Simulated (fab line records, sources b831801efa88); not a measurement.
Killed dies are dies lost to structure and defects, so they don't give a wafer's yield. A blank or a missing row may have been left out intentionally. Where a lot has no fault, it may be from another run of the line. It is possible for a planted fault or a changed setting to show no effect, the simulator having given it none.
What tool caused it?    flow sky130    14 lots, 42 wafers sampled, at 3 steps of a route of 708

## WHAT EACH GAUGE READ, for each wafer
SKY_PWDE_TW_MEAS_10.
lot   measured     on             PWDE_TW
L313  day 3 20:53  film-metro-03  366.4 366.7 365.3
L314  day 4 01:36  film-metro-03  365.7 367.9 366.2
L315  day 4 07:54  film-metro-03  367.3 367.1 367.5
L316  day 4 15:16  film-metro-03  367.1 367.1 365.0
L318  day 5 01:07  film-metro-03  367.2 369.5 368.5
L319  day 5 08:20  film-metro-01  371.1 370.6 371.2
L320  day 5 12:43  film-metro-01  370.1 369.2 369.2
L321  day 5 14:45  film-metro-03  370.3 367.8 367.7
L322  day 6 02:45  film-metro-03  370.5 371.6 369.8
L324  day 6 14:07  film-metro-01  373.4 371.7 372.7
L327  day 7 11:39  film-metro-02  372.1 374.0 374.0
L329  day 7 15:32  film-metro-01  371.9 374.6 373.0
L335  day 8 23:17  film-metro-02  374.1 375.0 374.0
L336  day 9 04:10  film-metro-01  369.7 369.4 369.9

## TOOL THAT RAN EACH LOT (tool first, then ch and the chambers of the sampled wafers, then the start)
lot   SKY_FIELD_ISO_ETCH_17            SKY_PWDE_STRIP_09
L313  rie-si-02 ch 0,2,3, day 2 06:02  plasma-asher-03 ch 0,1, day 3 20:47
L314  rie-si-02 ch 0,2, day 2 08:58    plasma-asher-03 ch 0,1, day 4 01:30
L315  rie-si-01 ch 0,2,3, day 2 15:20  plasma-asher-03 ch 0,1, day 4 07:48
L316  rie-si-02 ch 0,1,3, day 2 23:33  plasma-asher-01 ch 0,1, day 4 15:10
L318  rie-si-01 ch 0,3, day 3 07:10    plasma-asher-03 ch 0, day 5 01:01
L319  rie-si-01 ch 0,3, day 3 13:48    plasma-asher-02 ch 0,1, day 5 08:13
L320  rie-si-02 ch 1,2,3, day 3 17:12  plasma-asher-01 ch 0,1, day 5 12:36
L321  rie-si-01 ch 0,3, day 3 21:57    plasma-asher-02 ch 0,1, day 5 14:39
L322  rie-si-01 ch 0,3, day 4 07:17    plasma-asher-02 ch 0,1, day 6 02:39
L324  rie-si-02 ch 0,1,3, day 4 15:00  plasma-asher-02 ch 0,1, day 6 14:01
L327  rie-si-01 ch 0,2,3, day 5 05:51  plasma-asher-03 ch 0,1, day 7 11:33
L329  rie-si-02 ch 0,3, day 5 15:50    plasma-asher-03 ch 0,1, day 7 15:25
L335  rie-si-01 ch 0,2,3, day 6 23:40  plasma-asher-01 ch 0,1, day 8 23:10
L336  rie-si-01 ch 0,1,3, day 7 04:16  plasma-asher-03 ch 0,1, day 9 04:04
- SKY_FIELD_ISO_ETCH_17: etches Si in HBr/Cl2/O2, target depth 342 nm, time 97.7 s.
- SKY_PWDE_STRIP_09: strips in O2/N2.

## WHAT THE TOOLS THEMSELVES READ (means of the sampled wafers that have a number; where no wafer has one, the mark that the record gives instead)
SKY_FIELD_ISO_ETCH_17.
lot   tool       HBr_flow_sccm (sccm)  O2_flow_sccm (sccm)  drypump-motor-current-A (A)  oes-product-au (a.u.)  throttle-valve-pct (%)
L313  rie-si-02  149.7                 5.978                5.7                          1.001                  25.654
L314  rie-si-02  150.3                 6.007                5.9                          0.995                  25.663
L315  rie-si-01  149.6                 6.010                5.3                          0.992                  25.663
L316  rie-si-02  149.8                 6.011                5.7                          0.999                  25.653
L318  rie-si-01  149.4                 6.016                5.4                          0.997                  25.662
L319  rie-si-01  149.3                 6.011                5.1                          1.002                  25.658
L320  rie-si-02  150.3                 5.999                5.8                          0.990                  25.662
L321  rie-si-01  150.1                 6.035                5.4                          0.986                  25.663
L322  rie-si-01  150.0                 6.004                5.1                          0.996                  25.653
L324  rie-si-02  150.0                 6.020                5.7                          0.998                  25.658
L327  rie-si-01  150.4                 6.003                5.2                          0.990                  25.666
L329  rie-si-02  150.4                 5.992                5.4                          0.995                  25.669
L335  rie-si-01  150.1                 6.012                5.3                          0.982                  25.667
L336  rie-si-01  150.2                 6.005                5.5                          0.991                  25.662

SKY_PWDE_STRIP_09.
lot   tool             drypump-motor-current-A (A)  o2-flow-sccm (sccm)  oes-product-au (a.u.)  strip-time-to-endpoint-s (s)
L313  plasma-asher-03  5.9                          3002                 0.722                  36.91
L314  plasma-asher-03  5.8                          2992                 0.723                  36.93
L315  plasma-asher-03  6.0                          3000                 0.724                  36.87
L316  plasma-asher-01  5.5                          3002                 0.722                  36.85
L318  plasma-asher-03  5.7                          3000                 0.723                  36.91
L319  plasma-asher-02  5.4                          3010                 0.727                  37.00
L320  plasma-asher-01  5.3                          2993                 0.726                  36.89
L321  plasma-asher-02  5.4                          2984                 0.729                  37.00
L322  plasma-asher-02  5.7                          3003                 0.720                  36.84
L324  plasma-asher-02  5.6                          3005                 0.716                  37.03
L327  plasma-asher-03  5.9                          2994                 0.723                  36.99
L329  plasma-asher-03  5.8                          3000                 0.723                  36.86
L335  plasma-asher-01  5.5                          3003                 0.724                  36.79
L336  plasma-asher-03  5.9                          2993                 0.721                  37.00

## THE ANSWER, worked out from the rows above alone
Rule: the lots themselves supply what counts as usual. The widest of any qualifying gaps counts: lots, ordered by their means at a reading, are off when they make up no more than a third of the lots, leave a main group of 4 or more, and stand apart from it by 3 or more times the standard deviation of that group's means. Not used: any main group whose means are identical at the precision the tables above print for the reading. A lot without any number at a reading at which 4 lots or more have one is off too. All remaining lots with rows at the step are treated as sound. The gauges are gone through in route order, then the tools' own readings, and for those a lot's mean is taken as printed above. The first step at which some lot is off is used, and at that step the reading that is off furthest; a lot without a number counts as furthest.
None of the lots is off at any reading shown; this tells nothing.

## WHAT WAS PUT IN BY THE SIMULATOR
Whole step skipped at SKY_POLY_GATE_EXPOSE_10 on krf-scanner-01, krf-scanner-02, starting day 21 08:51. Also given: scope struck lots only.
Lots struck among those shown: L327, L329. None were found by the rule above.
